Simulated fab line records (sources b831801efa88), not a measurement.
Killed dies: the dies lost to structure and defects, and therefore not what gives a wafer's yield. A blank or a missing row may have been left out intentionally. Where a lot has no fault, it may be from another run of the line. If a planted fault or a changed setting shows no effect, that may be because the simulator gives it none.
Struck lot and sound lot, side by side	flow sky130	21 out of 708 route steps
Sound: these wafers, L957.1, L957.4, L957.5. Struck: wafers L960.3, L960.4, L960.6. The cause comes at the end.
Per side, at each step with rows, come the tool, then ch with its chambers, and then its first start. Under that, the readings that differ: sound wafers	struck wafers	difference of the means	sigmas: that difference in standard deviations of wafers without a fault.
alike: words and numbers the same on both sides, and readings whose means are apart by under 2 such deviations; not compared: readings that were withheld, readings missing a value for some wafer, numbers with overlapping values and no deviation given by the record, and bounds like >300 which may hide the same value.
The two part at a step that has a row with sigmas, a row that says differs or no value, or rows on one side only. When numbers do not overlap yet have no deviation, they are printed without sigmas and do not part them. Lack of a reading on every wafer of one side parts them only where that side has two or more wafers.

first, 1 step without rows for these wafers: SKY_RES_XHIGH_IMPLANT_07.
SKY_RES_XHIGH_STRIP_08: strips in O2/N2.
  sound on plasmaAsher-01 ch 1, day 29 06:15; struck on plasmaAsher-01 ch 0,1, day 30 15:06
  alike: drypumpMotorCurrentA, o2FlowSccm, oesProductAu, stripTimeToEndpointS
  not compared: rfHoursCounterH
SKY_RES_XHIGH_TW_MEAS_09:
  sound: filmMetro-03 at day 29 06:21; struck: filmMetro-03 at day 30 15:11
  alike: RES_XHIGH_TW
then, 7 steps without rows for these wafers: SKY_SD_N_DEHYDRATE_00 (time 60 s); SKY_SD_N_HMDS_01 (prime time 60 s); SKY_SD_N_COAT_02 (resist thk 1153 nm); SKY_SD_N_SOFTBAKE_03 (time 60 s); SKY_SD_N_EXPOSE_04 (exposes mask NSDM, target cd 380 nm); SKY_SD_N_PEB_05; SKY_SD_N_DEVELOP_06 (develop time 60 s).
SKY_SD_N_CD_MEAS_07: the cd target is 380 nm.
  sound: cdSem-02 at day 30 10:28; struck: cdSem-01 at day 31 18:31
  alike: cdNm
SKY_SD_N_OVL_MEAS_08:
  sound: overlay-02 at day 30 10:35; struck: overlay-01 at day 31 18:36
  alike: SD_N_OVL
SKY_SD_N_IMPLANT_09:
  sound on implanter-03 ch 0, day 30 10:37; struck on implanter-03 ch 0, day 31 18:41
reading	sound	struck	difference	sigmas
beamEnergyKeV	49.978 50.000 49.999	44.603 44.590 44.602	-5.394	-99 or more
model.implant.rpNm (nm)	32.75 32.75 32.75	28.9 28.9 28.9	-3.9	
model.implant.drpNm (nm)	14.11 14.11 14.11	12.96 12.96 12.96	-1.15	
  alike: beamOnS
following that, these wafers have no rows for 1 step: SKY_SD_N_IMPLANT_10.
SKY_SD_N_STRIP_11: strips in O2/N2.
  sound on plasmaAsher-01 ch 0,1, day 30 10:55; struck on plasmaAsher-02 ch 0,1, day 31 18:58
reading	sound	struck	difference	sigmas
stripTimeToEndpointS (s)	22.65 22.71 22.69	21.87 21.87 21.82	-0.83	-24
  alike: drypumpMotorCurrentA, o2FlowSccm, oesProductAu
  not compared: rfHoursCounterH
SKY_SD_N_TW_MEAS_12:
  sound: filmMetro-03 at day 30 11:01; struck: filmMetro-02 at day 31 19:03
reading	sound	struck	difference	sigmas
SD_N_TW	4019 4019 4018	3873 3840 3867	-159	-7
then, 1 step without rows for these wafers: SKY_SD_N_CLEAN_13 (cleans in SC1/SC2, time 150 s).
SKY_SD_N_RTA_14: time 2 s.
  sound on rtpAnneal-02 ch 0, day 30 11:08; struck on rtpAnneal-01 ch 0, day 31 19:09
  alike: lampPowerPct, wafer_temp_C_max
SKY_SD_N_RS_MEAS_16: uses a four-point probe to measure.
  sound: filmMetro-02 at day 30 11:18; struck: filmMetro-04 at day 31 19:21
reading	sound	struck	difference	sigmas
SD_N_RS (ohm/sq)	68.66 68.56 68.51	72.92 72.90 72.84	+4.31	+39
SKY_SD_N_RS_MEAS_17: uses a four-point probe to measure.
  sound: filmMetro-02 at day 30 11:25; struck: filmMetro-04 at day 31 19:28
  alike: SD_P_RS
-- a jump in the record: the struck wafers' starts before and after are 17 days apart (it breaks off in module SD_N and resumes in module PAD_OPEN, where the first step shown is number 708 of the route) --
SKY_PAD_OPEN_PROBE_99:
  sound: prober-01 at day 47 17:21; struck: prober-02 at day 48 17:23
reading	sound	struck	difference	sigmas
model.etest.resNdiff.lineOhmUm	778.7 761.3 784.9	820.2 816.5 805.6	+39.1	
model.etest.resNdiff.rsOhmSq	119 119.8 119	127.1 126.4 126.6	+7.4	
model.etest.resNdiffHv.rsOhmSq	112.4 112.8 112.5	121.5 120.5 120.7	+8.3	
  alike: killed_at_M0_to_M3, killed_at_M4_up, killedAtContacts, killedAtFrontEnd, killedAtOther, killedDies, killedOpen, killedShort

WHERE THEY PART
Last at SKY_SD_N_RS_MEAS_16 as far as this record goes, first at SKY_SD_N_IMPLANT_09. Later steps at which nothing parts them and some readings are alike: SKY_SD_N_RS_MEAS_17, SKY_PAD_OPEN_PROBE_99.

WHY: what the simulator had put in
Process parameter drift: implanter-03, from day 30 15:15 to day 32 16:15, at SKY_SD_N_IMPLANT_09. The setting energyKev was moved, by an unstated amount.
